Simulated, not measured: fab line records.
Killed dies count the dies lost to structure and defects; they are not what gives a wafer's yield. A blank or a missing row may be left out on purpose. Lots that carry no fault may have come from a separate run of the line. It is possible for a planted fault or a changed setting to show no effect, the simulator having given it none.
A lot that was struck, set against a sound lot    flow sky130    43 steps out of a route of 708
Sound: the wafers L174.1, L174.3, L174.6. Wafers struck: L194.3, L194.4, L194.6. Last of all comes the cause.
Order at every step that has rows: each side's tool, ch and its chambers, its first start. Under that, the readings that differ: sound wafers    struck wafers    difference of the means    sigmas: that difference in standard deviations of wafers without a fault.
alike: a reading whose means differ by less than 2 such deviations, as well as words and numbers matching on both sides. not compared: withheld readings; readings where some wafer has no value; bounds like >300 that might hide an equal value; numbers whose values overlap and for which the record gives no deviation.
A row with sigmas, a row that says differs or no value, or rows on one side alone: a step with any of these is where the two part. Numbers that don't overlap but have no deviation are shown without sigmas and don't part them. A reading that every wafer of one side lacks parts them only if that side has two wafers or more.

first, 4 steps without rows for these wafers: SKY_CONTACT_SOFTBAKE_10 (time 90 s); SKY_CONTACT_EXPOSE_11 (exposes mask CTM1, target cd 170 nm); SKY_CONTACT_PEB_12; SKY_CONTACT_DEVELOP_13 (develop time 60 s).
SKY_CONTACT_CD_MEAS_14: target cd 170 nm.
  struck on cd-sem-01, day 38 13:07; sound on cd-sem-01, day 31 23:55
  alike: cd-nm
SKY_CONTACT_OVL_MEAS_15:
  struck on overlay-02, day 38 13:12; sound on overlay-02, day 32 00:02
  alike: CONTACT_OVL
then, 2 steps without rows for these wafers: SKY_CONTACT_ETCH_16 (etches BARC in N2/H2, stops on SiO2, time 45.9 s, target depth 60 nm); SKY_CONTACT_ETCH_17 (etches SiO2 in C4F8/O2/Ar, stops on Si3N4, target depth 340 nm).
SKY_CONTACT_ETCH_18: etches Si3N4 in CHF3/O2, stops on TiN, time 39 s, target depth 75 nm.
  sound: rie-diel-01 ch 0,2; struck: rie-diel-01 ch 1,2,3
  alike: drypump-motor-current-A, oes-product-au, throttle-valve-pct
  not compared: rf-hours-counter-h
then, 3 steps without rows for these wafers: SKY_CONTACT_STRIP_19 (strips in O2/N2); SKY_CONTACT_STRIP_20 (strips in post etch residue remover, time 1200 s); SKY_CONTACT_CLEAN_21 (cleans in IPA, time 180 s).
SKY_CONTACT_CLEAN_22: cleans in O3/DIW.
  sound on wet-bench-01 ch 0, day 32 00:46; struck on wet-bench-01 ch 0, day 38 13:53
SKY_CONTACT_SPUTTER_23: material TiN, target thk 20 nm, time 80 s.
  struck on pvd-sputter-03, day 38 13:59; sound on pvd-sputter-02, day 32 00:51
  alike: chamber-pressure-pa, throttle-valve-pct
then, 1 step without rows for these wafers: SKY_CONTACT_CVD_24 (deposits W, target thk 340 nm, time 102.12 s).
SKY_CONTACT_RS_MEAS_25: uses a four-point probe to measure.
  struck on film-metro-03, day 38 14:11; sound on film-metro-02, day 32 01:01
reading                sound              struck             difference  sigmas
CONTACT_W_RS (ohm/sq)  0.344 0.341 0.343  0.335 0.335 0.337  -0.007      -2
SKY_CONTACT_THK_MEAS_26: measures by xrf.
  struck on film-metro-03, day 38 14:17; sound on film-metro-02, day 32 01:08
  alike: CONTACT_W_THK
then, 3 steps without rows for these wafers: SKY_CONTACT_CMP_27 (polishes, stops on SiO2, t overpolish 15 s, target thk 0 nm); SKY_METAL1_SPUTTER_00 (material Ti, target thk 15 nm, time 10 s); SKY_METAL1_SPUTTER_01 (material TiN, target thk 20 nm, time 16.7 s).
SKY_METAL1_SPUTTER_02: material AlCu, target thk 250 nm, time 13.3 s.
  struck on pvd-sputter-02, day 38 14:41; sound on pvd-sputter-03, day 32 01:33
  alike: chamber-pressure-pa, throttle-valve-pct
then, 2 steps without rows for these wafers: SKY_METAL1_SPUTTER_03 (material Ti, target thk 5 nm, time 3.3 s); SKY_METAL1_SPUTTER_04 (material TiN, target thk 70 nm, time 58.3 s).
SKY_METAL1_RS_MEAS_05: uses a four-point probe to measure.
  struck on film-metro-04, day 38 14:49; sound on film-metro-02, day 32 01:38
  alike: METAL1_ALCU_RS
SKY_METAL1_THK_MEAS_06: measures by xrf.
  struck on film-metro-04, day 38 14:55; sound on film-metro-02, day 32 01:46
  alike: METAL1_ALCU_THK
then, 8 steps without rows for these wafers: SKY_METAL1_DEHYDRATE_07 (time 60 s); SKY_METAL1_HMDS_08 (prime time 60 s); SKY_METAL1_COAT_09 (resist thk 60 nm); SKY_METAL1_COAT_10 (resist thk 450 nm); SKY_METAL1_SOFTBAKE_11 (time 90 s); SKY_METAL1_EXPOSE_12 (exposes mask MM1, target cd 140 nm); SKY_METAL1_PEB_13; SKY_METAL1_DEVELOP_14 (develop time 60 s).
SKY_METAL1_CD_MEAS_15: target cd 140 nm.
  struck on cd-sem-02, day 39 15:46; sound on cd-sem-01, day 33 03:54
  alike: cd-nm
SKY_METAL1_OVL_MEAS_16:
  struck on overlay-02, day 39 15:52; sound on overlay-01, day 33 04:01
  alike: METAL1_OVL
then, 1 step without rows for these wafers: SKY_METAL1_DESCUM_17 (chemistry O2, time 8 s).
SKY_METAL1_ETCH_18: etches BARC in N2/H2, stops on SiO2, time 45.9 s, target depth 60 nm.
  sound on rie-metal-02 ch 0,1, day 33 04:05; struck on rie-metal-02 ch 0,1, day 39 15:56
  alike: drypump-motor-current-A, oes-product-au, throttle-valve-pct
  not compared: rf-hours-counter-h
then, 1 step without rows for these wafers: SKY_METAL1_METAL_ETCH_19 (etches the open film in Cl2/BCl3, stops on SiO2, target depth 360 nm, time 78 s).
SKY_METAL1_STRIP_20: strips in O2/N2.
  sound on plasma-asher-03 ch 0, day 33 04:14; struck on plasma-asher-03 ch 0,1, day 39 16:07
  alike: drypump-motor-current-A, oes-product-au, strip-time-to-endpoint-s
  not compared: rf-hours-counter-h
then, 3 steps without rows for these wafers: SKY_METAL1_STRIP_21 (strips in post etch residue remover, time 1200 s); SKY_METAL1_CLEAN_22 (cleans in IPA, time 180 s); SKY_METAL1_CLEAN_23 (cleans in O3/DIW).
-- the record jumps here: 11 days lie between the struck wafers' starts before and after (it left off in module METAL1 and takes up again in module PAD_OPEN, whose first step shown is number 708 of the route) --
SKY_PAD_OPEN_PROBE_99:
  record: rows for the struck wafers here (prober-02, day 50 17:02), none for the sound ones

## WHERE THEY PART
Earliest at SKY_CONTACT_RS_MEAS_25; latest, in this record, at SKY_PAD_OPEN_PROBE_99.

WHY: whatever the simulator had introduced
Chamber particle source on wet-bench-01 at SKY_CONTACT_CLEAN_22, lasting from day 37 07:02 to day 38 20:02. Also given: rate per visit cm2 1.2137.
